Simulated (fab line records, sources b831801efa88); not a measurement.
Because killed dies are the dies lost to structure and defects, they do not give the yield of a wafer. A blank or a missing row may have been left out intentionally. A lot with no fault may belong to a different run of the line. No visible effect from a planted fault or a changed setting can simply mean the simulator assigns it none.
Struck lot and sound lot, side by side	flow gf180mcu	29 out of 602 route steps
Sound: these wafers, L147.2, L147.3, L147.6. Struck: wafers L162.3, L162.6 (left out: L162.1, a lot-mate that was not struck); the cause follows at the end.
Order at every step that has rows: each side's tool, ch and its chambers, its first start. Under that, the readings that differ: sound wafers	struck wafers	difference of the means	sigmas: that difference in standard deviations of wafers without a fault.
alike: same words and numbers on both sides, and readings whose means sit less than 2 such deviations apart. not compared: any withheld reading, any reading some wafer has no value for, any bound like >300 that may hide the same value, and any number with overlapping values for which the record gives no deviation.
The two part at a step that has a row with sigmas, a row that says differs or no value, or rows on one side only. Numbers that have no deviation but don't overlap get no sigmas and don't part them. A reading that every wafer of one side lacks parts them only if that side has two wafers or more.

first, 3 steps without rows for these wafers: GF_PSD_EXPOSE_04 (exposes mask Pplus, target cd 400 nm); GF_PSD_PEB_05; GF_PSD_DEVELOP_06 (develop time 60 s).
GF_PSD_CD_MEAS_07 targets a cd of 400 nm.
  sound on cd sem-02, day 14 19:37; struck on cd sem-01, day 20 05:57
reading	sound	struck	difference	sigmas
cd nm (nm)	397.8 395.7 397.4	404.3 403.6	+7.0	+3
GF_PSD_OVL_MEAS_08:
  sound on overlay-01, day 14 19:43; struck on overlay-01, day 20 06:04
  alike: PSD_OVL
next, for these wafers, 1 step has no rows: GF_PSD_IMPLANT_09.
GF_PSD_STRIP_10: strips in O2/N2.
  sound on plasma asher-01 ch 1, day 14 19:54; struck on plasma asher-01 ch 0, day 20 06:15
  alike: drypump motor current A, heater power w, oes product au, strip time to endpoint s
  not compared: rf hours counter h
GF_PSD_TW_MEAS_11:
  sound on film metro-01, day 14 20:01; struck on film metro-01, day 20 06:21
reading	sound	struck	difference	sigmas
PSD_TW	3157 3164 3162	3197 3199	+37	+2
then, 1 step without rows for these wafers: GF_PSD_CLEAN_12 (cleans in SC1/SC2, time 150 s).
GF_PSD_RTA_13: time 20 s.
  sound on rtp anneal-02 ch 0, day 14 20:08; struck on rtp anneal-01 ch 0, day 20 06:28
reading	sound	struck	difference	sigmas
lamp power pct (%)	38 38 38	32 32	-6	-2
  alike: wafer_temp_C_max
GF_PSD_RS_MEAS_14: uses a four-point probe to measure.
  sound on film metro-03, day 14 20:13; struck on film metro-03, day 20 06:33
reading	sound	struck	difference	sigmas
NSD_RS (ohm/sq)	46.21 46.29 46.24	46.12 46.03	-0.17	-2
GF_PSD_RS_MEAS_15: uses a four-point probe to measure.
  sound on film metro-03, day 14 20:20; struck on film metro-03, day 20 06:40
  alike: PSD_RS
GF_SAB_CVD_00: deposits SiO2 from TEOS, target thk 50 nm, time 4.9302 s.
  sound on pecvd-04 ch 0,2, day 14 20:26; struck on pecvd-01 ch 2, day 20 06:47
reading	sound	struck	difference	sigmas
model.SiO2_of_SAB_CVD_00.thk nm (nm)	49.28 49.75 50.16	47.12 48.19	-2.07	
  alike: heater power w
GF_SAB_THK_MEAS_01:
  sound on film metro-04, day 14 20:28; struck on film metro-02, day 20 07:02
reading	sound	struck	difference	sigmas
SAB_CVD_00_THK (nm)	49.3 49.8 50.2	47.1 48.2	-2.1	-3
  not compared: hold
then, 6 steps without rows for these wafers: GF_SAB_HMDS_03 (prime time 60 s); GF_SAB_COAT_04 (resist thk 1000 nm); GF_SAB_SOFTBAKE_05 (time 60 s); GF_SAB_EXPOSE_06 (exposes mask SAB, target cd 420 nm); GF_SAB_PEB_07; GF_SAB_DEVELOP_08 (develop time 60 s).
GF_SAB_CD_MEAS_09 targets a cd of 420 nm.
  sound on cd sem-02, day 15 18:23; struck on cd sem-01, day 21 06:37
reading	sound	struck	difference	sigmas
cd nm (nm)	423.5 424.5 423.4	417.1 418.5	-6.0	-2
GF_SAB_OVL_MEAS_10:
  sound on overlay-02, day 15 18:29; struck on overlay-01, day 21 06:44
  alike: SAB_OVL
GF_SAB_ETCH_11: etches SiO2 in C4F8/O2/Ar, target depth 55 nm, time 8.5 s.
  sound on rie diel-01 ch 0,2, day 15 18:31; struck on rie diel-03 ch 2,3, day 21 06:46
  alike: oes product au
  not compared: rf hours counter h
then, 1 step without rows for these wafers: GF_SAB_WET_ETCH_12 (etches SiO2 in dHF, target depth 22 nm, time 440 s).
GF_SAB_STRIP_13: strips in O2/N2.
  sound on plasma asher-02 ch 0,1, day 15 18:41; struck on plasma asher-02 ch 0, day 21 06:55
  alike: drypump motor current A, heater power w, oes product au, strip time to endpoint s
  not compared: rf hours counter h
then, 1 step without rows for these wafers: GF_SALICIDE_CLEAN_00 (cleans in SC1/SC2, time 150 s).
GF_SALICIDE_WET_ETCH_01: etches SiO2 in dHF, target depth 5 nm, time 100 s.
  sound on wet bench-03 ch 3, day 15 18:50; struck on wet bench-03 ch 2, day 21 07:04
reading	sound	struck	difference	sigmas
model.SiO2_of_SAB_CVD_00.thk nm (nm)	38.65 39.1 39.41	36.56 37.59	-1.98	
GF_SALICIDE_SPUTTER_02: material Co, target thk 10 nm, time 20 s.
  sound on pvd sputter-02, day 15 18:53; struck on pvd sputter-03, day 21 07:07
  alike: throttle valve pct
next, for these wafers, 1 step has no rows: GF_PASSIVATION_PROBE_99.

== WHERE THEY PART ==
First at GF_PSD_CD_MEAS_07; last, within this record, at GF_SAB_CD_MEAS_09. Later steps at which nothing parts them and some readings are alike: GF_SAB_OVL_MEAS_10, GF_SAB_ETCH_11, GF_SAB_STRIP_13, GF_SALICIDE_SPUTTER_02.

WHY: what the simulator had put in
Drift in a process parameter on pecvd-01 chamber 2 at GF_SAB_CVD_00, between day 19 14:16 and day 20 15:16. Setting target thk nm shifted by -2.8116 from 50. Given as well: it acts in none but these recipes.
